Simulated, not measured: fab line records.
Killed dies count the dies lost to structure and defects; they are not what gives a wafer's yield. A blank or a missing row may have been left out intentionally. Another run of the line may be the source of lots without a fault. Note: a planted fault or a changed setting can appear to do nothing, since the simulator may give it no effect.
Chamber matching -- flow gf180mcu -- GF_STI_CMP_25 on cmp-01 has 4 sister chambers
The step polishes, stops on Si3N4, t overpolish 33 s, target thk 524.6 nm. 16 wafers are shown with their chamber, then 8 later ones without.

== WAFERS PAIRED WITH THEIR CHAMBERS ==
wafer,chamber,motorCurrentA (A),overpolishRunS (s),timeToEndpointS (s)
L520.2,1,11.7,33.004,119
L520.3,0,13.3,32.990,120
L520.5,1,11.6,33.005,123
L525.1,1,12.2,33.005,117
L525.4,2,12.6,32.998,117
L525.6,0,12.5,32.997,116
L526.3,2,12.4,33.010,121
L526.5,0,13.6,32.998,116
L526.6,1,12.0,33.000,122
L529.2,1,11.2,32.992,121
L529.4,0,13.4,32.999,116
L529.5,3,10.9,33.014,117
L531.4,0,13.1,33.002,113
L531.5,3,10.6,33.018,114
L531.6,2,12.7,33.004,113
L536.2,3,10.4,32.999,115

SIGNATURES (means of the wafers above)
reading,chamber 0,chamber 1,chamber 2,chamber 3,scatter within a chamber
motorCurrentA,13.180,11.740,12.567,10.633,0.35
overpolishRunS,32.99720,33.00120,33.00400,33.01033,0.00629
timeToEndpointS,116.20,120.40,117.00,115.33,2.66
Rule: a wafer lies at a distance from a chamber equal to the root of the sum of squares, over the readings, of (its reading less the chamber's mean, divided by the reading's scatter). The wafer belongs to the nearest chamber; if the next one is less than 2 further off, it can't be placed. The scatter: take each reading less its chamber's mean, square it, sum over the shown wafers, divide by the number of wafers less the number of chambers, and take the root.

== WAFERS WHOSE CHAMBER IS MISSING ==
wafer,motorCurrentA (A),overpolishRunS (s),timeToEndpointS (s)
L536.3,12.8,32.994,111
L536.5,10.1,33.007,115
L539.4,10.5,33.004,122
L539.5,12.9,33.000,120
L539.6,10.9,33.007,117
L543.3,12.3,32.994,113
L543.4,13.6,33.008,112
L543.5,10.9,33.002,115

== EACH ONE'S CHAMBER ==
wafer,from the rows above,in truth
L536.3,can't be placed: 0 or 2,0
L536.5,3,3
L539.4,can't be placed: 3 or 1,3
L539.5,can't be placed: 2 or 0 or 1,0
L539.6,can't be placed: 3 or 1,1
L543.3,can't be placed: 2 or 0 or 1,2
L543.4,can't be placed: 0 or 2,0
L543.5,can't be placed: 3 or 1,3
Correctly placed: 1 of 8. Can't be placed from these rows: 7 (the true chamber is among the candidates in 7). Number placed wrongly: 0.
